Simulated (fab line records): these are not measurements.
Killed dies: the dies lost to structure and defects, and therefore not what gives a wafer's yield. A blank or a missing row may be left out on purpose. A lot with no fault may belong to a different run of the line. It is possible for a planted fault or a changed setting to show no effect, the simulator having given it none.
One fault seen from 2 desks / flow sfq-line / each desk has only its own numbers; what lay behind them comes last

FROM THE METROLOGY DESK
Lot by lot, what the gauges showed, no matter which tool ran the lot: averages of those sampled wafers that carry a number. Any lot whose mean is over 4 standard deviations away from the usual mean is out of limits and marked OUT; that distance is given in the brackets.
Columns: A = M6_OVL at SFQ_M6_OVL_MEAS_940, usual 1 nm
lot=L186; first seen here=day 73 06:14; A=7
lot=L187; first seen here=day 73 13:26; A=6
lot=L189; first seen here=day 74 03:50; A=-1
lot=L190; first seen here=day 74 17:02; A=8
lot=L191; first seen here=day 75 09:50; A=-1
lot=L193; first seen here=day 76 01:43; A=-4
lot=L194; first seen here=day 76 04:36; A=-4
lot=L195; first seen here=day 76 05:48; A=1
lot=L196; first seen here=day 76 07:00; A=2
lot=L197; first seen here=day 80 18:41; A=1
lot=L199; first seen here=day 81 18:43; A=1
lot=L206; first seen here=day 83 18:30; A=-1
lot=L207; first seen here=day 84 07:50; A=-2
lot=L208; first seen here=day 84 14:16; A=-8
This desk's verdict: no lot among the 14 shows anything out of limits.

AT THE TOOL OWNER'S DESK: rie-diel-04
The tool's own readings at SFQ_TRILAYER_C5_BARC_OPEN_VIA_ETCH_210 (etches BARC in O2, target depth 125 nm, time 41.7 s): means of the sampled wafers that have a number, for each lot that ran on this tool. Any lot whose mean is over 4 standard deviations away from the usual mean is out of limits and marked OUT; that distance is given in the brackets.
Columns: A = chamber-pressure-mTorr at SFQ_TRILAYER_C5_BARC_OPEN_VIA_ETCH_210, usual 30.000 mTorr; B = drypump-motor-current-A at SFQ_TRILAYER_C5_BARC_OPEN_VIA_ETCH_210, usual 5.8 A; C = oes-product-au at SFQ_TRILAYER_C5_BARC_OPEN_VIA_ETCH_210, usual 0.685 a.u.; D = run-length-s at SFQ_TRILAYER_C5_BARC_OPEN_VIA_ETCH_210, usual 70.0 s
lot=L187; first seen here=day 68 06:21; A=30.010; B=5.8; C=0.686; D=70.0
lot=L189; first seen here=day 68 22:07; A=30.009; B=5.8; C=0.684; D=70.1
lot=L195; first seen here=day 71 08:32; A=29.996; B=5.7; C=0.685; D=69.8
lot=L196; first seen here=day 75 07:28; A=30.002; B=5.8; C=0.684; D=70.1
lot=L197; first seen here=day 76 15:27; A=29.987; B=5.7; C=0.688; D=69.5
lot=L206; first seen here=day 79 14:23; A=29.996; B=5.9; C=0.773 (+19) OUT; D=64.4 (-11) OUT
lot=L207; first seen here=day 80 01:32; A=29.991; B=5.7; C=0.763 (+17) OUT; D=63.9 (-12) OUT
This desk's finding: out of limits on L206, L207; first on L206, day 79 14:23 (oes-product-au at SFQ_TRILAYER_C5_BARC_OPEN_VIA_ETCH_210). Within limits: L187, L189, L195, L196, L197.

ALL TOGETHER
On L206, L207, at day 79 14:23, an alarm was possible from the tool owner's desk.
From the metrology desk's view, nothing was out of limits.
The metrology desk holds a record of L206, L207, inside its limits.
Every lot named ran SFQ_TRILAYER_C5_BARC_OPEN_VIA_ETCH_210 on rie-diel-04.

WHAT THE SIMULATOR HAD PUT IN
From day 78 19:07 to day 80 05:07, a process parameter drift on rie-diel-04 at SFQ_TRILAYER_C5_BARC_OPEN_VIA_ETCH_210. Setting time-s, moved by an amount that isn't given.
Lots struck among those shown: L206, L207.
How many hours passed from the start of the fault until each desk's first out-of-limits reading: the tool owner's desk, 19.
